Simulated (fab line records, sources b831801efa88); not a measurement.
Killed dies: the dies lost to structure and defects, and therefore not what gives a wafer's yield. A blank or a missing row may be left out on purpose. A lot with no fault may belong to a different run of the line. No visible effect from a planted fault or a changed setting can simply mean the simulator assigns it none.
fab line records    flow sky130
[record] lots = 12  wafers = 36  last_day = 50
route steps=708 shown LDD_HVN@275 CONTACT@411 METAL1@453 VIA1@472
lots untouched by any fault: they come from a run of this same line in which no faults occurred
start_h: hours from the record's first day to the start of the lot's first wafer shown    wait_h: hours elapsed since this lot's preceding step    " identical to the entry in the row above    L1.1+2: several wafers, shown together as one row    - no value, or no start given    * or withheld: withheld    < > ~ a bound
route shown NAME@n: names a module that has steps shown in the file, with the first one's number in the route    usual: average and standard deviation across the fault-free wafers    same: alike in all rows    chamber/n: place in a boat    sites: the reading at each site    _std_site: standard deviation of those values    _edge_site: mean of outer sites minus mean of inner sites    radius_mm: for every site, how far away it sits from the centre of the wafer    mask NAME#n: copy n    behind: the last tool/chamber to shape the wafer    hold: why the lot went on hold/how many hours it stayed there/how the hold came to an end    device: transistor that didn't switch, given as n, p or np    end of line: at the end of the route, the tests of the same wafers    where a step has no rows: the recipe by itself    killed: the dies lost at the first sort to structure and to defects; this is not the yield of the wafer    map: shows each die of a wafer: x if killed, . if not, _ if none is there
set.NAME: the setting that was run; set.NAME@STEP: the one run at that earlier step    model.NAME: the simulator's own value behind a step, which no gauge read
one table for each step of the route and one row for each wafer, over a sample of lots
services: when a tool's chamber went out of use (start_h, in hours from the record's first day, below 0 if earlier), for how many hours, and the reason
[[steps]]
[step SKY_LDD_HVN_IMPLANT_08]
[recipe] species = P  energy_kev = 60  dose_cm2 = 3e+13  tilt_deg = 40
[usual] dose_ions_cm2 = 3e+13/3.7e+10  faraday_current_uA = 169/3.5
lot.wafer  tool          chamber  start_h  wait_h  dose_ions_cm2  faraday_current_uA
L523.1     implanter-02  0        467.99   0.0     3.004e+13      168
L523.3     "             0        "        "       3.003e+13      166
L523.6     "             0        "        "       3.003e+13      171
L524.1     implanter-04  0        478.86   0.0     2.996e+13      167
L524.4     "             0        "        "       3.003e+13      167
L524.5     "             0        "        "       3.004e+13      162
L528.1     implanter-04  0        526.47   0.0     3.002e+13      173
L528.3     "             0        "        "       3.007e+13      172
L528.5     "             0        "        "       3.005e+13      169
L530.3     implanter-02  0        533.46   0.1     3.457e+13      193
L530.4     "             0        "        "       3.464e+13      199
L530.5     "             0        "        "       3.461e+13      194
L531.1     implanter-02  0        541.01   0.0     3.461e+13      199
L531.3     "             0        "        "       3.46e+13       197
L531.6     "             0        "        "       3.457e+13      194
L537.4     implanter-01  0        584.48   0.1     2.998e+13      175
L537.5     "             0        "        "       3.005e+13      171
L537.6     "             0        "        "       3.001e+13      166
L538.1     implanter-01  0        601.34   0.0     3.001e+13      167
L538.2     "             0        "        "       3.008e+13      172
L538.4     "             0        "        "       2.999e+13      169
L539.1     implanter-02  0        609.10   0.0     3e+13          168
L539.4     "             0        "        "       2.995e+13      166
L539.6     "             0        "        "       3.004e+13      172
L540.2     implanter-02  0        615.57   0.0     3.001e+13      169
L540.5     "             0        "        "       2.999e+13      174
L540.6     "             0        "        "       2.998e+13      169
L541.2     implanter-02  0        620.57   0.0     3e+13          169
L541.3     "             0        "        "       3.003e+13      169
L541.4     "             0        "        "       2.999e+13      172
L542.3     implanter-01  0        637.55   0.1     2.995e+13      168
L542.4     "             0        "        "       2.997e+13      171
L542.5     "             0        "        "       2.998e+13      173
L544.2     implanter-02  0        640.68   0.0     3.001e+13      172
L544.3     "             0        "        "       3.002e+13      170
L544.6     "             0        "        "       2.995e+13      170
[step SKY_LDD_HVN_TW_MEAS_10]
[usual] LDD_HVN_TW = 1447/10
lot.wafer  tool           chamber  start_h  wait_h  LDD_HVN_TW
L523.1     film_metro-02  -        468.24   0.1     1452
L523.3     "              -        "        "       1450
L523.6     "              -        "        "       1447
L524.1     film_metro-01  -        479.11   0.1     1442
L524.4     "              -        "        "       1441
L524.5     "              -        "        "       1438
L528.1     film_metro-04  -        526.72   0.1     1447
L528.3     "              -        "        "       1442
L528.5     "              -        "        "       1457
L530.3     film_metro-02  -        533.68   0.1     1515
L530.4     "              -        "        "       1517
L530.5     "              -        "        "       1523
L531.1     film_metro-02  -        541.26   0.1     1514
L531.3     "              -        "        "       1524
L531.6     "              -        "        "       1530
L537.4     film_metro-01  -        584.68   0.1     1421
L537.5     "              -        "        "       1427
L537.6     "              -        "        "       1432
L538.1     film_metro-04  -        601.59   0.1     1453
L538.2     "              -        "        "       1447
L538.4     "              -        "        "       1448
L539.1     film_metro-04  -        609.35   0.1     1448
L539.4     "              -        "        "       1451
L539.6     "              -        "        "       1455
L540.2     film_metro-02  -        615.80   0.1     1445
L540.5     "              -        "        "       1451
L540.6     "              -        "        "       1450
L541.2     film_metro-01  -        620.80   0.1     1438
L541.3     "              -        "        "       1436
L541.4     "              -        "        "       1422
L542.3     film_metro-01  -        637.77   0.1     1438
L542.4     "              -        "        "       1432
L542.5     "              -        "        "       1440
L544.2     film_metro-04  -        640.91   0.1     1450
L544.3     "              -        "        "       1450
L544.6     "              -        "        "       1449
[step SKY_CONTACT_BOW_MEAS_05]
[recipe] mode = bow
[usual] CONTACT_BOW = 81/6.8
lot.wafer  tool           chamber  start_h  wait_h  CONTACT_BOW[um]
L523.1     film_metro-04  -        713.12   0.2     78
L523.3     "              -        "        "       76
L523.6     "              -        "        "       80
L524.1     film_metro-03  -        726.32   0.2     73
L524.4     "              -        "        "       78
L524.5     "              -        "        "       81
L528.1     film_metro-01  -        762.60   0.1     77
L528.3     "              -        "        "       91
L528.5     "              -        "        "       78
L530.3     film_metro-03  -        769.40   0.2     85
L530.4     "              -        "        "       75
L530.5     "              -        "        "       80
L531.1     film_metro-03  -        777.31   0.1     79
L531.3     "              -        "        "       86
L531.6     "              -        "        "       78
L537.4     film_metro-04  -        816.47   0.2     74
L537.5     "              -        "        "       78
L537.6     "              -        "        "       83
L538.1     film_metro-03  -        831.94   0.1     98
L538.2     "              -        "        "       87
L538.4     "              -        "        "       83
L539.1     film_metro-01  -        839.17   0.2     74
L539.4     "              -        "        "       84
L539.6     "              -        "        "       83
L540.2     film_metro-04  -        841.80   0.2     87
L540.5     "              -        "        "       81
L540.6     "              -        "        "       72
L541.2     film_metro-01  -        847.56   0.3     76
L541.3     "              -        "        "       83
L541.4     "              -        "        "       82
L542.3     film_metro-04  -        863.34   0.2     78
L542.4     "              -        "        "       84
L542.5     "              -        "        "       74
L544.2     film_metro-04  -        867.32   0.2     81
L544.3     "              -        "        "       97
L544.6     "              -        "        "       84
[step SKY_METAL1_METAL_ETCH_19]
[recipe] target_depth_a = 3600  stop_on = SiO2  over_etch_frac = 0.3  time_s = 78  chemistry = Cl2/BCl3  resist_sidewall_deg = 88  pressure_mtorr = 10  icp_w = 900  bias_w = 48.5  Cl2_flow_sccm = 60  bcl3_flow_sccm = 30
[usual] drypump_motor_current_A = 5.6/0.34  oes_product_au = 0.855/0.0064  throttle_valve_pct = 22.265/0.0089
lot.wafer  tool          chamber  start_h  wait_h  drypump_motor_current_A  oes_product_au  rf_hours_counter_h  throttle_valve_pct
L523.1     rie_metal-02  0        770.22   0.0     5.5                      0.848           5                   22.246
L523.3     "             0        "        "       5.5                      0.867           -                   22.269
L523.6     "             0        "        "       5.5                      0.852           -                   22.256
L524.1     rie_metal-04  1        782.73   0.1     5.4                      0.862           14                  22.253
L524.4     "             1        "        "       5.5                      0.843           -                   22.272
L524.5     "             1        "        "       5.4                      0.838           -                   22.273
L528.1     rie_metal-04  0        818.00   0.1     5.6                      0.862           0                   22.268
L528.3     "             0        "        "       5.6                      0.864           -                   22.285
L528.5     "             0        "        "       5.6                      0.870           -                   22.272
L530.3     rie_metal-04  0        824.21   0.1     5.6                      0.860           -                   22.269
L530.4     "             0        "        "       5.6                      0.855           -                   22.264
L530.5     "             0        "        "       5.7                      0.864           -                   22.264
L531.1     rie_metal-02  1        831.91   0.1     5.9                      0.858           13                  22.274
L531.3     "             1        "        "       5.9                      0.852           -                   22.270
L531.6     "             1        "        "       5.9                      0.853           -                   22.271
L537.4     rie_metal-04  0        869.98   0.1     5.6                      0.851           -                   22.265
L537.5     "             0        "        "       5.6                      0.860           -                   22.266
L537.6     "             1        "        "       5.4                      0.861           -                   22.259
L538.1     rie_metal-04  0        885.31   0.0     5.6                      0.843           3                   22.253
L538.2     "             1        "        "       5.4                      0.867           2                   22.261
L538.4     "             0        "        "       5.6                      0.859           -                   22.270
L539.1     rie_metal-01  1        893.50   0.0     5.9                      0.856           13                  22.262
L539.4     "             0        "        "       4.7                      0.865           -                   22.272
L539.6     "             1        "        "       5.9                      0.853           -                   22.273
L540.2     rie_metal-02  0        896.06   0.0     5.5                      0.853           9                   22.266
L540.5     "             0        "        "       5.5                      0.852           -                   22.264
L540.6     "             1        "        "       5.9                      0.855           -                   22.268
L541.2     rie_metal-01  1        901.22   0.0     5.9                      0.859           14                  22.260
L541.3     "             0        "        "       4.7                      0.854           -                   22.258
L541.4     "             1        "        "       5.9                      0.849           -                   22.260
L542.3     rie_metal-02  0        916.65   0.1     5.5                      0.854           -                   22.266
L542.4     "             1        "        "       5.9                      0.856           -                   22.271
L542.5     "             1        "        "       5.9                      0.853           -                   22.252
L544.2     rie_metal-02  1        920.61   0.0     5.9                      0.851           17                  22.272
L544.3     "             0        "        "       5.5                      0.842           -                   22.251
L544.6     "             0        "        "       5.5                      0.864           -                   22.264
[step SKY_VIA1_ETCH_14]
[recipe] chemistry = N2/H2  target = BARC  ion_energy_ev = 200  source_w = 500  bias_w = 100  pressure_mtorr = 30  n2_flow_sccm = 100  h2_flow_sccm = 200  stop_on = SiO2  time_s = 45.9  target_depth_a = 600
[usual] drypump_motor_current_A = 5.7/0.35  oes_product_au = 0.854/0.0048  throttle_valve_pct = 13.224/0.0088
lot.wafer  tool         chamber  start_h  wait_h  drypump_motor_current_A  oes_product_au  rf_hours_counter_h  throttle_valve_pct
L523.1     rie_diel-03  1        798.51   0.0     5.4                      0.845           13                  13.220
L523.3     "            0        "        "       6.0                      0.856           1                   13.237
L523.6     "            1        "        "       5.4                      0.851           -                   13.218
L524.1     rie_diel-02  1        811.06   0.0     5.0                      0.860           8                   13.221
L524.4     "            2        "        "       5.8                      0.855           -                   13.215
L524.5     "            0        "        "       5.7                      0.848           -                   13.200
L528.1     rie_diel-03  2        846.56   0.0     5.3                      0.858           12                  13.218
L528.3     "            0        "        "       6.0                      0.858           2                   13.213
L528.5     "            0        "        "       6.0                      0.852           -                   13.229
L530.3     rie_diel-03  0        851.62   0.0     6.0                      0.854           2                   13.229
L530.4     "            2        "        "       5.3                      0.847           12                  13.227
L530.5     "            0        "        "       6.0                      0.855           -                   13.219
L531.1     rie_diel-01  3        859.39   0.0     6.2                      0.853           12                  13.227
L531.3     "            2        "        "       5.8                      0.851           23                  13.225
L531.6     "            0        "        "       5.3                      0.847           -                   13.229
L537.4     rie_diel-01  2        896.81   0.0     5.8                      0.859           -                   13.210
L537.5     "            1        "        "       5.6                      0.856           -                   13.220
L537.6     "            0        "        "       5.3                      0.857           -                   13.223
L538.1     rie_diel-03  1        912.62   0.0     5.4                      0.843           17                  13.234
L538.2     "            0        "        "       6.0                      0.862           4                   13.223
L538.4     "            3        "        "       6.2                      0.859           1                   13.212
L539.1     rie_diel-02  1        919.36   0.0     5.0                      0.858           12                  13.229
L539.4     "            0        "        "       5.7                      0.856           5                   13.222
L539.6     "            0        "        "       5.7                      0.856           -                   13.223
L540.2     rie_diel-02  0        922.31   0.0     5.6                      0.856           6                   13.233
L540.5     "            2        "        "       5.8                      0.853           -                   13.223
L540.6     "            1        "        "       5.0                      0.851           -                   13.209
L541.2     rie_diel-01  0        927.82   0.0     5.3                      0.853           8                   13.224
L541.3     "            3        "        "       6.1                      0.859           14                  13.222
L541.4     "            1        "        "       5.6                      0.856           7                   13.228
L542.3     rie_diel-01  1        942.21   0.0     5.6                      0.854           8                   13.235
L542.4     "            2        "        "       5.8                      0.854           27                  13.238
L542.5     "            3        "        "       6.1                      0.857           -                   13.232
L544.2     rie_diel-01  2        946.74   0.0     5.8                      0.854           27                  13.231
L544.3     "            0        "        "       5.3                      0.853           8                   13.213
L544.6     "            2        "        "       5.8                      0.857           -                   13.230
[[services]]
tool          chamber  start_h  hours  kind
rie_diel-01   1        484.38   2.0    repair
rie_diel-01   3        506.99   9.4    repair
implanter-02  -        522.49   0.6    repair
implanter-02  -        528.30   3.2    repair
implanter-02  -        566.53   3.8    repair
rie_diel-01   0        570.26   1.4    repair
rie_metal-02  -        571.75   0.7    repair
rie_diel-01   1        597.39   29.0   repair
rie_diel-01   0        597.95   1.8    repair
rie_diel-01   2        604.12   3.0    repair
rie_metal-04  -        606.76   1.9    repair
rie_diel-01   2        641.40   8.6    repair
implanter-02  -        670.87   2.3    repair
implanter-02  -        702.75   1.7    repair
implanter-02  -        741.10   1.3    repair
implanter-02  -        750.97   7.1    pm
implanter-02  -        768.66   1.6    repair
rie_metal-04  -        798.77   2.8    pm
rie_diel-01   -        808.10   1.2    repair
rie_metal-02  0        821.77   12.5   repair
rie_diel-01   3        827.96   14.4   repair
rie_metal-04  0        879.85   2.6    repair
implanter-02  -        916.24   4.5    pm
implanter-02  -        945.77   1.7    repair
[[key]]
[first_sign] step = SKY_LDD_HVN_IMPLANT_08  reading = dose_ions_cm2  direction = up  sigmas = 99+  usual = *  struck = *
[effect] step = SKY_LDD_HVN_IMPLANT_08  reading = faraday_current_uA  direction = up  sigmas = 7.7  usual = 169  struck = 196
[effect] step = SKY_LDD_HVN_TW_MEAS_10  reading = LDD_HVN_TW  direction = up  sigmas = 7.3  usual = 1447  struck = 1521
met_at SKY_LDD_HVN_IMPLANT_08
struck_lots L530,L531
tester_left_out L530,L531
not_acting_at SKY_CONTACT_BOW_MEAS_05,SKY_METAL1_METAL_ETCH_19,SKY_VIA1_ETCH_14
onset_between 467.99 533.46
[fault] kind = process_parameter_drift  tool = implanter-02  chamber = -  onset_h = 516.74  steps = SKY_LDD_HVN_IMPLANT_08  channel = dose_cm2  offset = *  shape = step  end_h = 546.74  acts_in = *  stated = *
// tester_left_out: of these lots the tester's yield and bins aren't shown, on N5 and GAA mostly nor the transistor test; their killed dies are dies lost to structure and defects alone, not to doping, threshold or leakage, so they don't give the yield
